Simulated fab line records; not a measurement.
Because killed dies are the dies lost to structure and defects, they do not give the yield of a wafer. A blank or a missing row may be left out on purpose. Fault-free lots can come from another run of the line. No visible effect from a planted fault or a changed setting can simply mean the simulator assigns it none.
Which of the tools did it?	flow gf180mcu	39 wafers from 13 lots sampled at 5 of the route's 602 steps

## WHAT THE GAUGES SHOWED, per wafer
GF_PSD_RS_MEAS_15: the measuring method here is four-point-probe.
lot	measured	on	PSD_RS (ohm/sq)
L788	day 14 18:05	film_metro-02	108.00 108.29 108.36
L791	day 15 11:46	film_metro-02	108.33 108.25 108.20
L792	day 15 19:59	film_metro-03	108.35 108.90 108.46
L793	day 16 04:13	film_metro-04	108.17 107.89 108.29
L794	day 16 15:40	film_metro-04	107.98 108.58 108.39
L795	day 17 03:07	film_metro-04	108.96 108.75 108.96
L801	day 19 01:48	film_metro-02	108.07 108.02 108.04
L803	day 19 21:42	film_metro-02	108.67 107.96 108.34
L804	day 20 04:10	film_metro-02	108.25 108.34 108.59
L805	day 20 09:08	film_metro-02	108.59 108.36 108.58
L807	day 21 04:19	film_metro-03	107.75 107.74 108.07
L808	day 21 15:05	film_metro-02	108.58 108.86 108.41
L810	day 22 03:52	film_metro-03	108.59 108.42 108.39

GF_CONTACT_THK_MEAS_01.
lot	measured	on	CONTACT_CVD_00_THK (nm)
L788	day 15 16:11	film_metro-01	298.5 297.5 296.3
L791	day 16 10:50	film_metro-02	297.1 297.7 296.1
L792	day 16 19:34	film_metro-01	294.7 297.9 297.7
L793	day 17 04:37	film_metro-03	301.8 297.8 303.0
L794	day 17 16:27	film_metro-03	301.2 300.7 146.5
L795	day 18 03:37	film_metro-03	302.3 149.5 300.1
L801	day 20 03:10	film_metro-03	300.1 294.7 293.8
L803	day 20 23:07	film_metro-01	294.0 295.4 292.5
L804	day 21 05:24	film_metro-01	296.6 298.0 299.5
L805	day 21 09:40	film_metro-01	298.8 300.0 299.9
L807	day 22 04:38	film_metro-01	305.4 306.3 302.9
L808	day 22 15:02	film_metro-01	298.2 296.8 303.9
L810	day 23 03:53	film_metro-03	297.0 299.6 297.0

GF_CONTACT_BOW_MEAS_05.
lot	measured	on	CONTACT_BOW (um)
L788	day 15 16:41	film_metro-01	44 66 58
L791	day 16 11:23	film_metro-01	51 62 57
L792	day 16 20:04	film_metro-02	61 70 71
L793	day 17 05:06	film_metro-03	60 67 64
L794	day 17 16:56	film_metro-01	68 58 71
L795	day 18 04:19	film_metro-03	73 72 71
L801	day 20 03:39	film_metro-03	72 58 71
L803	day 20 23:36	film_metro-02	70 62 65
L804	day 21 05:53	film_metro-02	65 73 65
L805	day 21 10:10	film_metro-02	63 64 45
L807	day 22 05:09	film_metro-03	75 70 80
L808	day 22 15:45	film_metro-03	67 63 73
L810	day 23 04:22	film_metro-02	76 57 64

## WHICH TOOL RAN EACH LOT (tool, then ch and the chambers of the sampled wafers, then the start)
lot	GF_CONTACT_CVD_00	GF_CONTACT_CMP_04
L788	hdpcvd-01 ch 0,2, day 15 16:08	cmp-02 ch 0,2,3, day 15 16:22
L791	hdpcvd-01 ch 0,1,2, day 16 10:47	cmp-02 ch 0,3, day 16 11:02
L792	hdpcvd-02 ch 0,1,2, day 16 19:30	cmp-01 ch 1,2,3, day 16 19:44
L793	hdpcvd-02 ch 0,1, day 17 04:34	cmp-02 ch 1,2,3, day 17 04:51
L794	hdpcvd-02 ch 0,2, day 17 16:25	cmp-02 ch 0,2,3, day 17 16:38
L795	hdpcvd-02 ch 0,1,2, day 18 03:34	cmp-01 ch 1,2, day 18 03:57
L801	hdpcvd-01 ch 1,2, day 20 03:07	cmp-02 ch 1,3, day 20 03:24
L803	hdpcvd-02 ch 1,2, day 20 23:04	cmp-01 ch 0,1,3, day 20 23:18
L804	hdpcvd-02 ch 0,1, day 21 05:22	cmp-01 ch 0,1,2, day 21 05:35
L805	hdpcvd-02 ch 0,1, day 21 09:36	cmp-02 ch 0,3, day 21 09:50
L807	hdpcvd-01 ch 0,1,2, day 22 04:35	cmp-01 ch 0,3, day 22 04:54
L808	hdpcvd-02 ch 0,1,2, day 22 14:59	cmp-01 ch 0,2, day 22 15:26
L810	hdpcvd-02 ch 0,2, day 23 03:50	cmp-02 ch 2,3, day 23 04:04
- GF_CONTACT_CVD_00: deposits SiO2, target thk 300 nm, time 50 s.
- GF_CONTACT_CMP_04: polishes SiO2.

## WHAT THE TOOLS THEMSELVES READ (means of the sampled wafers that have a number; where no wafer has one, the mark that the record gives instead)
GF_CONTACT_CVD_00.
lot	tool	sih4_flow_sccm (sccm)
L788	hdpcvd-01	59.74
L791	hdpcvd-01	60.01
L792	hdpcvd-02	60.05
L793	hdpcvd-02	59.82
L794	hdpcvd-02	49.96
L795	hdpcvd-02	49.94
L801	hdpcvd-01	60.07
L803	hdpcvd-02	60.18
L804	hdpcvd-02	60.11
L805	hdpcvd-02	60.02
L807	hdpcvd-01	59.98
L808	hdpcvd-02	59.79
L810	hdpcvd-02	60.19

GF_CONTACT_CMP_04.
lot	tool	head_pressure_psi (psi)	motor_current_A (A)
L788	cmp-02	4.007	12.4
L791	cmp-02	3.996	11.5
L792	cmp-01	3.994	11.5
L793	cmp-02	3.994	11.9
L794	cmp-02	3.990	12.1
L795	cmp-01	3.997	12.2
L801	cmp-02	4.007	11.8
L803	cmp-01	3.993	11.2
L804	cmp-01	3.996	11.6
L805	cmp-02	4.004	11.5
L807	cmp-01	4.008	10.7
L808	cmp-01	3.997	11.9
L810	cmp-02	4.001	12.1

## THE ANSWER, worked out from the rows above alone
Rule: the lots themselves supply what counts as usual. Put in order of their means at a reading, lots are off if they are a third of the lots or fewer, leave a main group of 4 or more, and stand apart from it by a gap of 3 or more times the standard deviation of the main group's means; of several such gaps the widest counts. A main group whose means are all the same, to the digits that the tables above print for the reading, isn't used. A lot without any number at a reading at which 4 lots or more have one is off too. Where the step has rows for the other lots, those lots are counted as sound. The gauges are gone through in route order, then the tools' own readings, and for those a lot's mean is taken as printed above. At the first step where some lot is off, the reading lying furthest off is the one used; lots without a number count as furthest.
Off: L794, L795, seen at GF_CONTACT_THK_MEAS_01 (CONTACT_CVD_00_THK). For the main group the mean is 298.4 nm and the standard deviation 2.7.
A tool fits if, at a process step before that reading, it ran every lot that is off, and no sound lot after the first of them. The gauges at GF_CONTACT_THK_MEAS_01 aren't tried: what is off there is off at GF_CONTACT_CVD_00 too, on other tools, and a gauge's error can't cause that. Not one of the candidates tried fits.

## WHAT THE SIMULATOR HAD INSERTED
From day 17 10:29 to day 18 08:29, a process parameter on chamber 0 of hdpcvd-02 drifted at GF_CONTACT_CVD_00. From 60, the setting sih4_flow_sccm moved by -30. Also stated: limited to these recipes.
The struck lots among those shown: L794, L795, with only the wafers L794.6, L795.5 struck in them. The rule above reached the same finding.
